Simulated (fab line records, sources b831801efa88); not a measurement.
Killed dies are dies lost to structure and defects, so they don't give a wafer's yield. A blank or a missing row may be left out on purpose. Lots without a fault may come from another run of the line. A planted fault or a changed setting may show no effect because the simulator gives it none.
Chamber matching | flow sky130 | SKY_METAL3_ETCH_17 on rie_diel-03: 4 sister chambers
The step etches SiO2 in C4F8/O2/Ar, stops on TiN, time 3.9 s, target depth 15 nm. 18 wafers are shown with their chamber, then 9 later ones without.

WAFERS WITH THEIR CHAMBER
wafer  | chamber | oes_product_au (a.u.)
L076.2 | 1       | 0.751
L076.3 | 2       | 0.738
L076.4 | 3       | 0.751
L081.3 | 2       | 0.756
L081.4 | 1       | 0.756
L081.5 | 2       | 0.765
L083.1 | 1       | 0.751
L083.2 | 0       | 0.761
L083.6 | 3       | 0.745
L084.1 | 0       | 0.749
L084.2 | 3       | 0.745
L084.4 | 1       | 0.759
L092.1 | 1       | 0.744
L092.2 | 2       | 0.752
L092.3 | 3       | 0.749
L092.4 | 0       | 0.754
L092.5 | 3       | 0.750
L092.6 | 2       | 0.765

SIGNATURES (means of the wafers above)
reading        | chamber 0 | chamber 1 | chamber 2 | chamber 3 | scatter within a chamber
oes_product_au | 0.75467   | 0.75220   | 0.75520   | 0.74800   | 0.00724
Rule: a wafer's distance from a chamber is the root of the sum, over the readings, of the square of ((its reading less the chamber's mean) divided by the reading's scatter). The wafer belongs to the nearest chamber; if the next one is less than 2 further off, it can't be placed. The scatter: the root of (the sum of the squares of (reading less its chamber's mean) over the shown wafers, divided by (wafers less chambers)).

WAFERS WITHOUT THEIR CHAMBER
wafer  | oes_product_au (a.u.)
L093.4 | 0.755
L093.5 | 0.757
L093.6 | 0.755
L094.2 | 0.750
L094.4 | 0.759
L094.6 | 0.758
L095.1 | 0.755
L095.3 | 0.760
L095.6 | 0.759

WHICH CHAMBER EACH WENT THROUGH
wafer  | from the rows above               | in truth
L093.4 | can't be placed: 2 or 0 or 1 or 3 | 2
L093.5 | can't be placed: 2 or 0 or 1 or 3 | 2
L093.6 | can't be placed: 2 or 0 or 1 or 3 | 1
L094.2 | can't be placed: 3 or 1 or 0 or 2 | 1
L094.4 | can't be placed: 2 or 0 or 1 or 3 | 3
L094.6 | can't be placed: 2 or 0 or 1 or 3 | 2
L095.1 | can't be placed: 2 or 0 or 1 or 3 | 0
L095.3 | can't be placed: 2 or 0 or 1 or 3 | 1
L095.6 | can't be placed: 2 or 0 or 1 or 3 | 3
Placed correctly: 0 of 9. Can't be placed from these rows: 9 (the true chamber is among the candidates in 9). Placed wrongly: 0.
